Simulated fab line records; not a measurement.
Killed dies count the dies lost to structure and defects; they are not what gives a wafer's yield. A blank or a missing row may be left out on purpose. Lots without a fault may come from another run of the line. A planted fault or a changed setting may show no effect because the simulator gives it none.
2 desks looking at one fault | flow gf180mcu | what lay behind the numbers comes last; until then each desk has only its own

== AT THE METROLOGY DESK ==
What the gauges read for every lot (on any tool): the sampled wafers with a number, averaged. The brackets show how far a lot's mean lies from the usual mean; more than 4 standard deviations puts the lot out of limits, marked OUT.
Columns: A = cdNm at GF_M3_CD_MEAS_14, usual 280.5 nm; B = V3_CVD_02_THK at GF_V3_THK_MEAS_03, usual 849 nm
lot  | first seen here | A     | B
L694 | day 22 10:55    | 279.3 | 847
L695 | day 22 15:22    | 279.9 | 865
L696 | day 22 18:14    | 281.0 | 840
L697 | day 23 04:02    | 279.6 | 848
L699 | day 23 22:43    | 280.5 | 842
L702 | day 25 04:40    | 281.8 | 852
L703 | day 25 10:26    | 282.7 | 850
L705 | day 25 23:31    | 280.6 | 850
L709 | day 27 03:52    | 279.6 | 843
L712 | day 28 02:58    | 280.4 | 842
L713 | day 28 10:32    | 280.3 | 841
This desk's finding: nothing out of limits on any of the 11 lots.

== FOR THE TOOL OWNER'S DESK: rieMetal-03 ==
The tool's own readings at GF_M3_METAL_ETCH_16 (etches the open film in Cl2/BCl3, stops on SiO2, target depth 627.5 nm, time 104.6 s): means of the sampled wafers that have a number, for each lot that ran on this tool. The brackets show how far a lot's mean lies from the usual mean; more than 4 standard deviations puts the lot out of limits, marked OUT.
Columns: A = biasW at GF_M3_METAL_ETCH_16, usual 140.0 W; B = drypumpMotorCurrentA at GF_M3_METAL_ETCH_16, usual 5.8 A; C = heBacksideLeakSccm at GF_M3_METAL_ETCH_16, usual 3.35 sccm; D = oesProductAu at GF_M3_METAL_ETCH_16, usual 0.970 a.u.; E = throttleValvePct at GF_M3_METAL_ETCH_16, usual 28.253 %
lot  | first seen here | A     | B   | C    | D     | E
L696 | day 22 18:23    | 139.7 | 5.6 | 3.25 | 0.976 | 28.248
L697 | day 23 04:10    | 139.7 | 5.0 | 3.26 | 0.972 | 28.249
L699 | day 23 22:52    | 139.8 | 5.6 | 3.26 | 0.969 | 28.250
L702 | day 25 04:50    | 140.0 | 5.0 | 3.47 | 0.968 | 28.247
L703 | day 25 10:36    | 140.2 | 5.0 | 3.49 | 0.975 | 28.239
L712 | day 28 03:08    | 139.9 | 5.6 | 3.21 | 0.967 | 28.247
This desk's finding: nothing out of limits on any of the 6 lots.

== ALL TOGETHER ==
Nothing out of limits was seen by the metrology desk.
Nothing out of limits was seen by the tool owner's desk.

== WHAT THE SIMULATOR PUT IN ==
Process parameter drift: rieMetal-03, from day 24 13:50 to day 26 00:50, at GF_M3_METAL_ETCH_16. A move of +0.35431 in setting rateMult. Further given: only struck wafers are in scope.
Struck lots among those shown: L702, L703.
